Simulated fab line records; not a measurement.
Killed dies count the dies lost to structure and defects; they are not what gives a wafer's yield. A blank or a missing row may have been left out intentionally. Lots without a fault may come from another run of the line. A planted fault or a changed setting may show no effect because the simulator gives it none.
Commonality check across tools    flow gf180mcu    14 lots and 42 wafers in the sample

## WHY THIS WAS OPENED
Of 14 lots, 2 have the reading VT_IMPLANT_TW flagged at GF_VT_IMPLANT_TW_MEAS_10. No-fault wafers: 562, standard deviation 4.4.
Rule: a lot gets a flag if all its wafers with a number sit over 4 standard deviations from that mean, or if no wafer of it has a number. The other lots count as sound.

lot   measured      on             VT_IMPLANT_TW, wafer by wafer  flag
L105  day 6 15:28   film metro-01  564 565 565                    
L106  day 6 21:10   film metro-02  694 699 695                    FLAGGED
L107  day 7 02:49   film metro-04  684 685 681                    FLAGGED
L113  day 8 18:10   film metro-02  559 560 560                    
L114  day 8 22:25   film metro-04  555 554 557                    
L115  day 9 06:25   film metro-02  561 557 561                    
L116  day 9 11:59   film metro-01  567 569 562                    
L118  day 10 00:58  film metro-04  558 559 560                    
L119  day 10 05:46  film metro-04  558 559 556                    
L120  day 10 12:34  film metro-01  574 572 571                    
L121  day 10 20:07  film metro-04  555 555 559                    
L122  day 11 00:40  film metro-02  560 565 564                    
L123  day 11 08:04  film metro-01  567 568 569                    
L124  day 11 11:34  film metro-04  561 561 560                    
On average the flagged lots' numbers are 690, which is +128 against the usual, or +29 standard deviations.

## LOT BY LOT: THE TOOL USED
The record holds 1 process step before the reading, out of a route of 602 steps. In each cell: the tool, then ch and the chambers that the sampled wafers went through, then the start.
lot   flag     GF_MVPSD_COAT_02
L105           litho track-02 ch 0, day 5 15:53
L106  FLAGGED  litho track-03, day 5 22:03
L107  FLAGGED  litho track-02, day 6 03:23
L113           litho track-03 ch 0, day 7 17:08
L114           litho track-04 ch 0, day 7 21:05
L115           litho track-02 ch 0, day 8 04:42
L116           litho track-02 ch 0, day 8 09:44
L118           litho track-04 ch 0, day 8 22:20
L119           litho track-04 ch 0, day 9 03:10
L120           litho track-02 ch 0, day 9 09:44
L121           litho track-02 ch 0, day 9 17:00
L122           litho track-02 ch 0, day 9 21:32
L123           litho track-02 ch 0, day 10 04:15
L124           litho track-02 ch 0, day 10 07:59
What these steps do:
- GF_MVPSD_COAT_02: resist thk 3000 nm.
- GF_VT_IMPLANT_TW_MEAS_10

## FLAGGED AGAINST TOTAL, ONE TOOL AT A TIME (gauges that did the reading follow at the end)
step                      tool            lots run  flagged  share of the flagged lots  sound lots run after its first flagged lot
GF_MVPSD_COAT_02          litho track-02  9         1        some                       7 (L115,L116,L120,L121,L122,L123,L124)
GF_MVPSD_COAT_02          litho track-03  2         1        some                       1 (L113)
GF_MVPSD_COAT_02          litho track-04  3         0        none                       -
GF_VT_IMPLANT_TW_MEAS_10  film metro-01   4         0        none                       -
GF_VT_IMPLANT_TW_MEAS_10  film metro-02   4         1        some                       3 (L113,L115,L122)
GF_VT_IMPLANT_TW_MEAS_10  film metro-04   6         1        some                       5 (L114,L118,L119,L121,L124)

## WHAT IS ALLOWED BY THE TABLE
No row of the table ran every flagged lot.

## WHAT WAS PUT IN BY THE SIMULATOR
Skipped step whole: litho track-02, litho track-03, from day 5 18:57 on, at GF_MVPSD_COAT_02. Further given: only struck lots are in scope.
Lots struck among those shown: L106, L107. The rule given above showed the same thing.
